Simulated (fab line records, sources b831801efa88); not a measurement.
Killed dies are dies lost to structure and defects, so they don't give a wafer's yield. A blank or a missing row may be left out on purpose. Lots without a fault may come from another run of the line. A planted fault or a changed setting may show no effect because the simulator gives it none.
fab line records | flow sky130 | part 1 of 2: steps 1 to 44 of 46
record lots=7 wafers=21 last_day=50
route steps=708 shown VT_ADJUST_LVTN@98 VT_ADJUST_NCORE@119 VT_ADJUST_HVTR@131 VT_ADJUST_PCH@153 SONOS_TUNNEL@166 PAD_OPEN@708
lots that met no fault: from a run of the same line without faults
start_h: hours from the record's first day to the start of the lot's first wafer shown | wait_h: hours since the lot's step before | " the same as in the row above | L1.1+2: a row that stands for several wafers | - no value, or no start given | * or withheld: withheld | < > ~ a bound
route shown NAME@n: a module of which the file shows steps, and the number in the route of the first | usual: mean/standard deviation of fault-free wafers | same: alike in all rows | chamber/n: place in a boat | sites: the reading at each site | _std_site: their standard deviation | _edge_site: outer sites' mean less inner sites' | radius_mm: how far each site lies from the wafer's centre | mask NAME#n: copy n | behind: the tool/chamber that last shaped the wafer | hold: why the lot was held/for how many hours/how that ended | device: the transistor (n, p or np) that didn't switch | end of line: the same wafers' tests at the end of the route | a step without rows: its recipe alone | killed: dies lost to structure and defects at the first sort, not the wafer's yield | map: a wafer's dies, x killed, . not, _ none there
set.NAME: the setting as run; set.NAME@STEP: as run at that earlier step | model.NAME: the simulator's own value behind a step, which no gauge read
lots at some steps of the route; a table a step, a row a wafer
services: from which hour (start_h, from the record's first day; less than 0 if before it) a tool's chamber was out of use, for how many hours, and why
## steps
# step SKY_VT_ADJUST_LVTN_HMDS_01
# recipe prime_time_s=60 prime_temp_c=120
# step SKY_VT_ADJUST_LVTN_COAT_02
# recipe spin_rpm=2000 resist_thk_nm=3000
# step SKY_VT_ADJUST_LVTN_SOFTBAKE_03
# recipe temp_c=110 time_s=withheld
# step SKY_VT_ADJUST_LVTN_EXPOSE_04
# recipe mask_id=NWM_COMPLEMENT_LESS_NATIVE na=0.6 source_shape=conventional sigma_outer=0.6 polarization=unpolarized target_cd_nm=840 dose_mj=194
# step SKY_VT_ADJUST_LVTN_PEB_05
# recipe temp_c=115 time_s=withheld
# step SKY_VT_ADJUST_LVTN_DEVELOP_06
# recipe wall_angle_deg=90 developer=TMAH develop_time_s=60 dev_temp_c=23
# step SKY_VT_ADJUST_LVTN_OVL_MEAS_07
# usual VT_ADJUST_LVTN_OVL=-1.3/1.3
# columns lot.wafer tool chamber start_h wait_h VT_ADJUST_LVTN_OVL[nm]
L964.1 overlay-01 - 175.65 - -3.6
L964.3 " - " " -2.7
L964.5 " - " " -3.5
L969.1 overlay-02 - 204.40 - -1.1
L969.4 " - " " 0.5
L969.6 " - " " -1.1
L970.3 overlay-02 - 215.99 - 0.1
L970.4 " - " " -2.0
L970.5 " - " " -2.0
L971.1 overlay-02 - 227.35 - -1.4
L971.3 " - " " -1.9
L971.6 " - " " -0.9
L972.1 overlay-02 - 234.50 - 0.1
L972.2 " - " " -0.2
L972.5 " - " " -0.1
L980.1 overlay-02 - 280.33 - -1.4
L980.2 " - " " -1.2
L980.3 " - " " -1.3
L982.1 overlay-01 - 296.74 - -0.1
L982.4 " - " " -0.3
L982.6 " - " " 0.6
# step SKY_VT_ADJUST_LVTN_IMPLANT_08
# recipe species=B energy_kev=29.72 dose_cm2=1.57e+12 tilt_deg=withheld
# step SKY_VT_ADJUST_LVTN_STRIP_09
# recipe chemistry=O2/N2 power_w=1400 pressure_mtorr=1500 platen_temp_c=withheld o2_flow_sccm=3000 n2_flow_sccm=300 overash_fraction=0.5
# usual drypump_motor_current_A=5.8/0.69 oes_product_au=0.722/0.0044 strip_time_to_endpoint_s=36.94/0.11
# columns lot.wafer tool chamber start_h wait_h drypump_motor_current_A oes_product_au rf_hours_counter_h strip_time_to_endpoint_s
L964.1 plasma_asher-01 1 175.83 0.1 5.1 0.717 7 36.94
L964.3 " 1 " " 5.0 0.720 - 36.91
L964.5 " 1 " " 5.1 0.722 - 37.00
L969.1 plasma_asher-04 0 204.58 0.1 6.4 0.725 34 37.07
L969.4 " 0 " " 6.4 0.713 - 37.05
L969.6 " 1 " " 6.2 0.727 - 37.08
L970.3 plasma_asher-02 1 216.20 0.1 4.7 0.722 - 36.94
L970.4 " 0 " " 6.1 0.717 - 36.86
L970.5 " 0 " " 6.1 0.733 - 36.86
L971.1 plasma_asher-02 0 227.54 0.1 6.0 0.720 57 37.04
L971.3 " 0 " " 6.1 0.727 - 36.99
L971.6 " 1 " " 4.8 0.718 - 37.08
L972.1 plasma_asher-02 0 234.69 0.1 6.1 0.718 58 36.81
L972.2 " 1 " " 4.8 0.727 58 36.88
L972.5 " 0 " " 6.1 0.721 - 36.83
L980.1 plasma_asher-02 1 280.51 0.1 4.8 0.721 62 36.92
L980.2 " 0 " " 6.1 0.726 62 36.88
L980.3 " 1 " " 4.8 0.729 - 36.99
L982.1 plasma_asher-04 1 296.93 0.1 6.2 0.723 41 36.89
L982.4 " 1 " " 6.2 0.724 - 36.86
L982.6 " 1 " " 6.2 0.725 - 36.84
# step SKY_VT_ADJUST_LVTN_TW_MEAS_10
# usual VT_ADJUST_LVTN_TW=239.7/2.1
# columns lot.wafer tool chamber start_h wait_h VT_ADJUST_LVTN_TW
L964.1 film_metro-04 - 175.93 0.1 244.2
L964.3 " - " " 242.0
L964.5 " - " " 241.7
L969.1 film_metro-02 - 204.68 0.1 239.2
L969.4 " - " " 238.4
L969.6 " - " " 238.5
L970.3 film_metro-02 - 216.28 0.1 239.3
L970.4 " - " " 239.5
L970.5 " - " " 240.6
L971.1 film_metro-02 - 227.64 0.1 239.9
L971.3 " - " " 240.0
L971.6 " - " " 240.2
L972.1 film_metro-02 - 234.79 0.1 238.3
L972.2 " - " " 237.9
L972.5 " - " " 237.6
L980.1 film_metro-03 - 280.61 0.1 237.8
L980.2 " - " " 238.1
L980.3 " - " " 239.2
L982.1 film_metro-02 - 297.03 0.1 238.7
L982.4 " - " " 238.2
L982.6 " - " " 238.7
# step SKY_VT_ADJUST_LVTN_DEHYDRATE_11
# recipe temp_c=200 time_s=60
# step SKY_VT_ADJUST_LVTN_HMDS_12
# recipe prime_time_s=60 prime_temp_c=120
# step SKY_VT_ADJUST_LVTN_COAT_13
# recipe resist=NOVOLAK spin_rpm=3000 resist_thk_nm=1140
# usual chill_plate_temp_C=22.96/0.12 dispense_pressure_kPa=52.7/0.63 spin_speed_rpm=3000.0/2.2
# columns lot.wafer tool chamber start_h wait_h chill_plate_temp_C dispense_pressure_kPa spin_speed_rpm
L964.1 litho_track-04 0 185.93 0.1 22.88 52.9 2999.1
L964.3 " 0 " " 22.81 52.9 2998.9
L964.5 " 0 " " 23.03 52.9 2995.3
L969.1 litho_track-03 0 215.35 0.1 23.02 53.4 2996.5
L969.4 " 0 " " 22.99 53.4 2996.2
L969.6 " 0 " " 23.04 53.4 2997.5
L970.3 litho_track-04 - 226.88 0.1 - - -
L970.4 " - " " - - -
L970.5 " - " " - - -
L971.1 litho_track-04 - 238.88 0.1 - - -
L971.3 " - " " - - -
L971.6 " - " " - - -
L972.1 litho_track-02 - 246.30 0.1 - - -
L972.2 " - " " - - -
L972.5 " - " " - - -
L980.1 litho_track-02 0 293.20 0.1 22.76 52.0 3001.4
L980.2 " 0 " " 22.78 52.0 3002.1
L980.3 " 0 " " 22.74 52.1 2994.8
L982.1 litho_track-02 0 308.75 0.1 23.08 52.0 3000.6
L982.4 " 0 " " 22.93 52.0 3003.3
L982.6 " 0 " " 22.94 52.0 3000.0
# step SKY_VT_ADJUST_LVTN_SOFTBAKE_14
# recipe temp_c=90 time_s=60 resist=NOVOLAK
# step SKY_VT_ADJUST_LVTN_EXPOSE_15
# recipe mask_id=HVN_STD_DERIVED na=0.6 source_shape=conventional sigma_outer=0.6 polarization=unpolarized target_cd_nm=600 dose_mj=163
# step SKY_VT_ADJUST_LVTN_PEB_16
# recipe temp_c=withheld time_s=* resist=NOVOLAK
# step SKY_VT_ADJUST_LVTN_DEVELOP_17
# recipe resist=NOVOLAK developer=TMAH develop_time_s=60 dev_temp_c=23
# step SKY_VT_ADJUST_LVTN_OVL_MEAS_18
# usual VT_ADJUST_LVTN_01_OVL=-1.2/1.4
# columns lot.wafer tool chamber start_h wait_h VT_ADJUST_LVTN_01_OVL[nm]
L964.1 overlay-01 - 196.53 0.1 -1.0
L964.3 " - " " -0.2
L964.5 " - " " -0.6
L969.1 overlay-01 - 226.60 0.1 -1.4
L969.4 " - " " -2.9
L969.6 " - " " -3.2
L970.3 overlay-01 - 238.22 0.1 -
L970.4 " - " " -
L970.5 " - " " -
L971.1 overlay-01 - 250.25 0.1 -
L971.3 " - " " -
L971.6 " - " " -
L972.1 overlay-01 - 258.09 0.1 -
L972.2 " - " " -
L972.5 " - " " -
L980.1 overlay-01 - 305.44 0.1 -1.3
L980.2 " - " " -1.1
L980.3 " - " " -1.6
L982.1 overlay-01 - 322.18 0.1 -1.2
L982.4 " - " " -2.5
L982.6 " - " " -3.0
# step SKY_VT_ADJUST_LVTN_IMPLANT_19
# recipe species=B energy_kev=30 dose_cm2=6.5e+11 tilt_deg=withheld
# step SKY_VT_ADJUST_LVTN_STRIP_20
# recipe chemistry=O2/N2 power_w=1400 pressure_mtorr=1500 platen_temp_c=withheld o2_flow_sccm=3000 n2_flow_sccm=300 overash_fraction=0.5
# usual drypump_motor_current_A=5.8/0.7 oes_product_au=0.716/0.0042 strip_time_to_endpoint_s=14.17/0.044
# columns lot.wafer tool chamber start_h wait_h drypump_motor_current_A oes_product_au rf_hours_counter_h strip_time_to_endpoint_s
L964.1 plasma_asher-01 1 196.71 0.1 5.1 0.714 8 14.17
L964.3 " 0 " " 6.5 0.715 - 14.17
L964.5 " 0 " " 6.6 0.726 - 14.13
L969.1 plasma_asher-01 1 226.78 0.1 5.0 0.715 12 14.22
L969.4 " 1 " " 5.0 0.717 - 14.20
L969.6 " 1 " " 5.0 0.715 - 14.20
L970.3 plasma_asher-01 0 238.42 0.1 6.6 - - -
L970.4 " 1 " " 5.1 - - -
L970.5 " 1 " " 5.0 - - -
L971.1 plasma_asher-04 1 250.44 0.1 6.2 - 37 -
L971.3 " 0 " " 6.4 - - -
L971.6 " 1 " " 6.2 - - -
L972.1 plasma_asher-04 1 258.28 0.1 6.2 - 38 -
L972.2 " 0 " " 6.4 - 38 -
L972.5 " 0 " " 6.4 - - -
L980.1 plasma_asher-04 0 305.63 0.1 6.4 0.714 42 14.14
L980.2 " 1 " " 6.2 0.709 42 14.14
L980.3 " 0 " " 6.4 0.717 - 14.14
L982.1 plasma_asher-01 0 322.36 0.1 6.5 0.718 21 14.16
L982.4 " 0 " " 6.5 0.704 - 14.18
L982.6 " 1 " " 5.1 0.717 - 14.16
# step SKY_VT_ADJUST_LVTN_TW_MEAS_21
# usual VT_ADJUST_LVTN_2_TW=187.0/1.6
# columns lot.wafer tool chamber start_h wait_h VT_ADJUST_LVTN_2_TW
L964.1 film_metro-03 - 196.81 0.1 185.6
L964.3 " - " " 184.8
L964.5 " - " " 185.0
L969.1 film_metro-03 - 226.88 0.1 186.0
L969.4 " - " " 186.3
L969.6 " - " " 187.9
L970.3 film_metro-04 - 238.51 0.1 189.6
L970.4 " - " " 189.3
L970.5 " - " " 189.4
L971.1 film_metro-03 - 250.54 0.1 185.4
L971.3 " - " " 186.0
L971.6 " - " " 186.1
L972.1 film_metro-03 - 258.38 0.1 186.2
L972.2 " - " " 184.1
L972.5 " - " " 185.4
L980.1 film_metro-02 - 305.73 0.1 187.2
L980.2 " - " " 186.3
L980.3 " - " " 187.3
L982.1 film_metro-04 - 322.46 0.1 189.5
L982.4 " - " " 188.2
L982.6 " - " " 189.3
# step SKY_VT_ADJUST_NCORE_DEHYDRATE_00
# recipe temp_c=200 time_s=60
# step SKY_VT_ADJUST_NCORE_HMDS_01
# recipe prime_time_s=60 prime_temp_c=120
# step SKY_VT_ADJUST_NCORE_COAT_02
# recipe resist=NOVOLAK spin_rpm=3000 resist_thk_nm=1140
# step SKY_VT_ADJUST_NCORE_SOFTBAKE_03
# recipe temp_c=90 time_s=60 resist=NOVOLAK
# step SKY_VT_ADJUST_NCORE_EXPOSE_04
# recipe mask_id=LVTN_COMPLEMENT_THIN na=0.6 source_shape=conventional sigma_outer=0.6 polarization=unpolarized target_cd_nm=380 dose_mj=139
# step SKY_VT_ADJUST_NCORE_PEB_05
# recipe temp_c=withheld time_s=* resist=NOVOLAK
# step SKY_VT_ADJUST_NCORE_DEVELOP_06
# recipe resist=NOVOLAK developer=TMAH develop_time_s=60 dev_temp_c=23
# step SKY_VT_ADJUST_NCORE_CD_MEAS_07
# recipe target_cd_nm=380
# usual cd_nm=379.7/2.9
# columns lot.wafer tool chamber start_h wait_h cd_nm
L964.1 cd_sem-01 - 218.38 0.1 377.7
L964.3 " - " " 378.8
L964.5 " - " " 380.7
L969.1 cd_sem-02 - 249.75 0.1 378.3
L969.4 " - " " 380.2
L969.6 " - " " 378.3
L970.3 cd_sem-02 - 262.20 0.1 386.3
L970.4 " - " " 386.2
L970.5 " - " " 384.6
L971.1 cd_sem-01 - 274.54 0.1 380.9
L971.3 " - " " 380.8
L971.6 " - " " 381.3
L972.1 cd_sem-02 - 282.03 0.1 380.5
L972.2 " - " " 378.0
L972.5 " - " " 375.8
L980.1 cd_sem-01 - 330.31 0.1 378.9
L980.2 " - " " 378.7
L980.3 " - " " 381.8
L982.1 cd_sem-01 - 347.43 0.1 379.8
L982.4 " - " " 375.2
L982.6 " - " " 378.0
# step SKY_VT_ADJUST_NCORE_OVL_MEAS_08
# usual VT_ADJUST_NCORE_OVL=1.2/1.6
# columns lot.wafer tool chamber start_h wait_h VT_ADJUST_NCORE_OVL[nm]
L964.1 overlay-01 - 218.50 0.1 -0.1
L964.3 " - " " -0.1
L964.5 " - " " 0.5
L969.1 overlay-01 - 249.87 0.1 1.0
L969.4 " - " " 1.1
L969.6 " - " " 3.1
L970.3 overlay-02 - 262.29 0.1 0.6
L970.4 " - " " 2.2
L970.5 " - " " 1.3
L971.1 overlay-02 - 274.66 0.1 3.1
L971.3 " - " " 2.3
L971.6 " - " " 3.4
L972.1 overlay-01 - 282.15 0.1 -0.2
L972.2 " - " " -1.9
L972.5 " - " " -0.4
L980.1 overlay-01 - 330.43 0.1 1.6
L980.2 " - " " 1.4
L980.3 " - " " 0.7
L982.1 overlay-01 - 347.55 0.1 -1.3
L982.4 " - " " -1.1
L982.6 " - " " -1.6
# step SKY_VT_ADJUST_NCORE_IMPLANT_09
# recipe species=B energy_kev=10 dose_cm2=2.4e+12 tilt_deg=withheld
# step SKY_VT_ADJUST_NCORE_STRIP_10
# recipe chemistry=O2/N2 power_w=1400 pressure_mtorr=1500 platen_temp_c=withheld o2_flow_sccm=3000 n2_flow_sccm=300 overash_fraction=0.5
# usual drypump_motor_current_A=5.6/0.56 oes_product_au=0.715/0.0045 strip_time_to_endpoint_s=14.18/0.033
# columns lot.wafer tool chamber start_h wait_h drypump_motor_current_A oes_product_au rf_hours_counter_h strip_time_to_endpoint_s
L964.1 plasma_asher-03 1 218.68 0.1 5.8 0.715 53 14.16
L964.3 " 1 " " 5.8 0.706 - 14.14
L964.5 " 0 " " 5.5 0.714 - 14.15
L969.1 plasma_asher-03 1 250.05 0.1 5.9 0.707 57 14.13
L969.4 " 0 " " 5.5 0.715 - 14.16
L969.6 " 1 " " 5.8 0.718 - 14.20
L970.3 plasma_asher-02 0 262.50 0.1 6.1 0.718 - 14.14
L970.4 " 1 " " 4.8 0.714 - 14.18
L970.5 " 0 " " 6.1 0.711 - 14.18
L971.1 plasma_asher-02 0 274.85 0.1 6.1 0.716 62 14.14
L971.3 " 0 " " 6.1 0.717 - 14.17
L971.6 " 0 " " 6.1 0.717 - 14.16
L972.1 plasma_asher-03 0 282.33 0.1 5.4 0.721 60 14.20
L972.2 " 1 " " 5.8 0.710 60 14.18
L972.5 " 0 " " 5.5 0.720 - 14.18
L980.1 plasma_asher-03 1 330.62 0.1 5.8 0.715 65 14.12
L980.2 " 0 " " 5.5 0.716 65 14.15
L980.3 " 1 " " 5.8 0.721 - 14.16
L982.1 plasma_asher-01 0 347.73 0.1 6.5 0.715 24 14.15
L982.4 " 0 " " 6.6 0.722 - 14.19
L982.6 " 0 " " 6.6 0.714 - 14.16
# step SKY_VT_ADJUST_NCORE_TW_MEAS_11
# usual VT_ADJUST_NCORE_TW=219.6/2.6
# columns lot.wafer tool chamber start_h wait_h VT_ADJUST_NCORE_TW
L964.1 film_metro-02 - 218.78 0.1 217.5
L964.3 " - " " 217.7
L964.5 " - " " 217.2
L969.1 film_metro-03 - 250.15 0.1 216.7
L969.4 " - " " 215.4
L969.6 " - " " 215.6
L970.3 film_metro-02 - 262.59 0.1 246.6
L970.4 " - " " 246.4
L970.5 " - " " 247.2
L971.1 film_metro-01 - 274.95 0.1 249.9
L971.3 " - " " 251.8
L971.6 " - " " 252.1
L972.1 film_metro-01 - 282.43 0.1 251.1
L972.2 " - " " 251.6
L972.5 " - " " 252.9
L980.1 film_metro-01 - 330.72 0.1 219.6
L980.2 " - " " 221.6
L980.3 " - " " 220.9
L982.1 film_metro-02 - 347.83 0.1 215.4
L982.4 " - " " 216.6
L982.6 " - " " 216.3
# step SKY_VT_ADJUST_HVTR_DEHYDRATE_00
# recipe temp_c=200 time_s=60
# step SKY_VT_ADJUST_HVTR_HMDS_01
# recipe prime_time_s=60 prime_temp_c=120
# step SKY_VT_ADJUST_HVTR_COAT_02
# recipe resist=NOVOLAK spin_rpm=3000 resist_thk_nm=1140
# step SKY_VT_ADJUST_HVTR_SOFTBAKE_03
# recipe temp_c=90 time_s=60 resist=NOVOLAK
# step SKY_VT_ADJUST_HVTR_EXPOSE_04
# recipe mask_id=HVTRM target_cd_nm=380 na=0.6 source_shape=conventional sigma_outer=0.6 dose_mj=150
# step SKY_VT_ADJUST_HVTR_PEB_05
# recipe temp_c=withheld time_s=* resist=NOVOLAK
# step SKY_VT_ADJUST_HVTR_DEVELOP_06
# recipe develop_time_s=60 dev_temp_c=22.09
# step SKY_VT_ADJUST_HVTR_CD_MEAS_07
# recipe target_cd_nm=380
# usual cd_nm=380.3/2.6
# columns lot.wafer tool chamber start_h wait_h cd_nm
L964.1 cd_sem-01 - 241.10 0.1 383.6
L964.3 " - " " 386.3
L964.5 " - " " 387.4
L969.1 cd_sem-02 - 274.15 0.1 385.0
L969.4 " - " " 385.1
L969.6 " - " " 382.2
L970.3 cd_sem-01 - 286.50 0.1 384.5
L970.4 " - " " 383.2
L970.5 " - " " 381.8
L971.1 cd_sem-02 - 299.98 0.1 379.6
L971.3 " - " " 381.4
L971.6 " - " " 381.2
L972.1 cd_sem-01 - 307.31 0.1 379.6
L972.2 " - " " 381.1
L972.5 " - " " 380.1
L980.1 cd_sem-02 - 356.18 0.1 384.6
L980.2 " - " " 382.9
L980.3 " - " " 382.2
L982.1 cd_sem-02 - 374.35 0.1 380.5
L982.4 " - " " 381.8
L982.6 " - " " 380.4
# step SKY_VT_ADJUST_HVTR_OVL_MEAS_08
# usual VT_ADJUST_HVTR_OVL=-0.1/1.2
# columns lot.wafer tool chamber start_h wait_h VT_ADJUST_HVTR_OVL[nm]
L964.1 overlay-02 - 241.22 0.1 1.2
L964.3 " - " " 0.0
L964.5 " - " " 0.3
L969.1 overlay-01 - 274.27 0.1 -0.2
L969.4 " - " " 0.2
L969.6 " - " " 0.9
L970.3 overlay-01 - 286.59 0.1 2.2
L970.4 " - " " 1.7
L970.5 " - " " 0.1
L971.1 overlay-01 - 300.10 0.1 0.7
L971.3 " - " " 0.6
L971.6 " - " " 1.0
L972.1 overlay-01 - 307.43 0.1 -1.9
L972.2 " - " " -0.8
L972.5 " - " " -2.2
L980.1 overlay-02 - 356.30 0.1 -1.3
L980.2 " - " " -1.9
L980.3 " - " " -0.2
L982.1 overlay-02 - 374.47 0.1 -2.4
L982.4 " - " " 1.3
L982.6 " - " " -0.8
# step SKY_VT_ADJUST_HVTR_TW_MEAS_11
# usual VT_ADJUST_HVTR_TW=211.9/2.4
# columns lot.wafer tool chamber start_h wait_h VT_ADJUST_HVTR_TW
L964.1 film_metro-04 - 241.51 0.1 213.2
L964.3 " - " " 213.9
L964.5 " - " " 213.9
L969.1 film_metro-01 - 274.56 0.1 212.5
L969.4 " - " " 213.8
L969.6 " - " " 212.8
L970.3 film_metro-04 - 286.89 0.1 244.4
L970.4 " - " " 243.3
L970.5 " - " " 244.8
L971.1 film_metro-01 - 300.38 0.1 246.2
L971.3 " - " " 247.3
L971.6 " - " " 248.3
L972.1 film_metro-03 - 307.72 0.1 240.0
L972.2 " - " " 239.0
L972.5 " - " " 239.3
L980.1 film_metro-01 - 356.58 0.1 214.1
L980.2 " - " " 214.9
L980.3 " - " " 215.1
L982.1 film_metro-01 - 374.76 0.1 213.5
L982.4 " - " " 213.8
L982.6 " - " " 214.2
# step SKY_VT_ADJUST_PCH_TW_MEAS_10
# usual VT_ADJUST_PCH_TW=142.9/1.5
# columns lot.wafer tool chamber start_h wait_h VT_ADJUST_PCH_TW
L964.1 film_metro-02 - 264.95 0.1 141.6
L964.3 " - " " 141.5
L964.5 " - " " 142.4
L969.1 film_metro-04 - 300.00 0.1 142.5
L969.4 " - " " 142.7
L969.6 " - " " 142.8
L970.3 film_metro-02 - 312.60 0.1 204.3
L970.4 " - " " 203.8
L970.5 " - " " 203.7
L971.1 film_metro-01 - 325.98 0.1 206.1
L971.3 " - " " 205.4
L971.6 " - " " 205.4
L972.1 film_metro-02 - 333.53 0.1 203.5
L972.2 " - " " 204.9
L972.5 " - " " 204.2
L980.1 film_metro-02 - 385.03 0.1 140.4
L980.2 " - " " 141.8
L980.3 " - " " 141.2
L982.1 film_metro-02 - 403.44 0.1 141.4
L982.4 " - " " 141.6
L982.6 " - " " 141.0
## key
first_sign step=SKY_VT_ADJUST_LVTN_COAT_13 reading=tool_record direction=missing
effect step=SKY_VT_ADJUST_LVTN_OVL_MEAS_18 reading=VT_ADJUST_LVTN_01_OVL direction=missing
effect step=SKY_VT_ADJUST_NCORE_TW_MEAS_11 reading=VT_ADJUST_NCORE_TW direction=up sigmas=11 usual=219.6 struck=250.0
effect step=SKY_VT_ADJUST_HVTR_TW_MEAS_11 reading=VT_ADJUST_HVTR_TW direction=up sigmas=13 usual=211.9 struck=243.6
effect step=SKY_VT_ADJUST_PCH_TW_MEAS_10 reading=VT_ADJUST_PCH_TW direction=up sigmas=42 usual=142.9 struck=204.6
effect step=SKY_SONOS_TUNNEL_TW_MEAS_12 reading=SONOS_TUNNEL_TW direction=up sigmas=21 usual=196.1 struck=231.5
model_effect step=SKY_PAD_OPEN_PROBE_99 value=etest.nfet_16v.r_on_ohm_um without=1.406e+04 struck=1.562e+04
met_at SKY_VT_ADJUST_LVTN_COAT_13
struck_wafers L970.3,L970.4,L970.5,L971.1,L971.3,L971.6,L972.1,L972.2,L972.5
sort_left_out L970.3,L970.4,L970.5,L971.1,L971.3,L971.6,L972.1,L972.2,L972.5
tester_left_out L970,L971,L972
onset_between 185.93 226.88
fault kind=skipped_step_whole tool=litho_track-02,litho_track-04 chamber=- onset_h=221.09 steps=SKY_VT_ADJUST_LVTN_COAT_13 scope=struck_lots_only
# tester_left_out: of these lots the tester's yield and bins aren't shown, on N5 and GAA mostly nor the transistor test; their killed dies are dies lost to structure and defects alone, not to doping, threshold or leakage, so they don't give the yield
# sort_left_out: the simulated sort isn't trusted on such a fault, so these wafers' sort isn't shown, and their yield isn't known
